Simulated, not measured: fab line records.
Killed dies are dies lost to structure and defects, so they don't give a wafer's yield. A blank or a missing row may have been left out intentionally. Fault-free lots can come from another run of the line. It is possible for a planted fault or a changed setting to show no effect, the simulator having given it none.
What tool caused it?	flow sky130	14 lots, 42 wafers sampled, at 4 steps of a route of 708

## WHAT THE GAUGES SHOWED, per wafer
SKY_FIELD_ISO_THK_MEAS_02.
lot	measured	on	FIELD_ISO_OXIDATION_00_THK (nm)
L166	day 1 19:20	filmMetro-02	11.5 11.4 11.6
L165	day 1 19:20	filmMetro-03	11.2 11.1 11.3
L168	day 2 06:30	filmMetro-02	11.6 11.6 11.4
L169	day 2 13:33	filmMetro-02	11.9 12.0 11.8
L174	day 3 09:30	filmMetro-01	12.2 12.2 12.4
L176	day 3 18:38	filmMetro-03	11.9 12.0 12.2
L177	day 3 23:50	filmMetro-01	12.0 12.2 11.9
L182	day 5 00:51	filmMetro-03	11.9 12.0 11.7
L183	day 5 06:38	filmMetro-01	11.7 12.1 11.9
L184	day 5 13:45	filmMetro-03	12.4 12.5 12.3
L185	day 5 19:22	filmMetro-03	12.1 11.9 11.9
L187	day 6 03:51	filmMetro-02	12.2 12.2 12.2
L186	day 6 03:52	filmMetro-03	12.4 12.7 12.2
L188	day 6 10:49	filmMetro-02	12.0 12.0 12.2

SKY_DNWELL_TW_MEAS_09.
lot	measured	on	DNWELL_TW
L166	day 3 16:55	filmMetro-04	1119 1115 1116
L165	day 3 17:16	filmMetro-02	1115 1122 1121
L168	day 3 21:10	filmMetro-02	1124 1125 1124
L169	day 4 06:16	filmMetro-03	1136 1135 1139
L174	day 5 10:53	filmMetro-02	1116 1113 1121
L176	day 5 15:52	filmMetro-03	1130 1128 1121
L177	day 5 21:01	filmMetro-04	1126 1131 1133
L182	day 7 12:35	filmMetro-04	1119 1130 1125
L183	day 7 12:34	filmMetro-03	1117 1116 1120
L184	day 7 16:09	filmMetro-03	1114 1115 1123
L185	day 7 18:02	filmMetro-02	1122 1128 1122
L187	day 8 07:31	filmMetro-02	1113 1114 1114
L186	day 8 05:40	filmMetro-04	1134 1133 1129
L188	day 8 14:58	filmMetro-03	1119 1124 1123

SKY_SONOS_TUNNEL_OVL_MEAS_08.
lot	measured	on	SONOS_TUNNEL_OVL (nm)
L166	day 12 04:59	overlay-01	0.2 0.1 0.1
L165	day 12 07:50	overlay-01	1.8 0.6 -0.2
L168	day 12 08:08	overlay-02	3.8 2.6 2.1
L169	day 12 20:59	overlay-02	-1.7 -1.6 0.4
L174	day 14 20:06	overlay-02	0.3 1.1 -1.6
L176	day 15 00:29	overlay-02	1.8 1.2 1.2
L177	day 15 09:17	overlay-02	0.9 0.2 -0.8
L182	day 17 21:29	overlay-01	0.6 0.2 -0.2
L183	day 17 18:32	overlay-02	0.2 -0.6 0.7
L184	day 18 02:25	overlay-01	0.7 -1.7 0.6
L185	day 18 06:59	overlay-01	2.1 2.1 0.5
L187	day 19 01:23	overlay-02	0.7 -0.2 -0.2
L186	day 18 23:45	overlay-02	-0.7 1.0 0.7
L188	day 19 11:08	overlay-01	2.3 1.4 1.5

## WHAT TOOL EACH LOT RAN ON (gives the tool, then ch and the chambers of the sampled wafers, and finally the start)
lot	SKY_FIELD_ISO_WET_ETCH_30
L166	wetBench-04 ch 0, day 2 22:54
L165	wetBench-04 ch 3, day 2 22:54
L168	wetBench-01 ch 2, day 3 03:19
L169	wetBench-01 ch 1, day 3 11:49
L174	wetBench-01 ch 1, day 4 13:25
L176	wetBench-04 ch 1, day 4 19:32
L177	wetBench-04 ch 0, day 5 00:11
L182	wetBench-01 ch 0, day 6 13:41
L183	wetBench-01 ch 1, day 6 13:16
L184	wetBench-03 ch 0, day 6 17:56
L185	wetBench-01 ch 3, day 6 20:47
L187	wetBench-01 ch 2, day 7 08:53
L186	wetBench-01 ch 3, day 7 07:38
L188	wetBench-03 ch 1, day 7 14:46
- SKY_FIELD_ISO_WET_ETCH_30: etches SiO2 in dHF, target depth 25 nm, time 50 s.

## AS READ BY THE TOOLS THEMSELVES (means over the sampled wafers that have a number; for cases with no such wafer, the mark the record gives instead)
SKY_FIELD_ISO_WET_ETCH_30.
lot	tool	runLengthS (s)
L166	wetBench-04	76.5
L165	wetBench-04	76.2
L168	wetBench-01	80.6
L169	wetBench-01	77.4
L174	wetBench-01	79.4
L176	wetBench-04	111.9
L177	wetBench-04	113.0
L182	wetBench-01	76.9
L183	wetBench-01	78.4
L184	wetBench-03	82.8
L185	wetBench-01	82.7
L187	wetBench-01	75.3
L186	wetBench-01	76.6
L188	wetBench-03	83.0

## THE ANSWER, worked out from the rows above alone
Rule: what is usual is taken from the lots themselves. Put in order of their means at a reading, lots are off if they are a third of the lots or fewer, leave a main group of 4 or more, and stand apart from it by a gap of 3 or more times the standard deviation of the main group's means; of several such gaps the widest counts. A main group whose means are all the same, to the digits that the tables above print for the reading, isn't used. A lot without any number at a reading at which 4 lots or more have one is off too. Where the step has rows for the other lots, those lots are counted as sound. After the gauges, taken in route order, come the tools' own readings; for these a lot's mean is taken, as printed above. At the first step where some lot is off, the reading lying furthest off is the one used; lots without a number count as furthest.
Off: L176, L177 (SKY_FIELD_ISO_WET_ETCH_30, runLengthS). The main group has a mean of 78.8 s with a standard deviation of 2.7.
If a tool, at that step or one of the process steps before it, ran each lot that is off and ran no sound lot following the first of them, it fits. One candidate fits, namely wetBench-04 at SKY_FIELD_ISO_WET_ETCH_30. A fault onset in the window from L165 (day 2 22:54, its last sound lot) to L176 (day 4 19:32, its first lot off) fits.
The tool's own readings at SKY_FIELD_ISO_WET_ETCH_30 bear it out: on the lots that are off they differ by more than 5 times the standard deviation of the sound lots' means. runLengthS reads 112.5 s there against 78.8 s on the sound lots.

## WHAT THE SIMULATOR HAD INSERTED
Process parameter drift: wetBench-04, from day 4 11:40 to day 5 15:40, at SKY_FIELD_ISO_WET_ETCH_30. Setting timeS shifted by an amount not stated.
Lots struck among those shown: L176, L177. The rule above found the same.
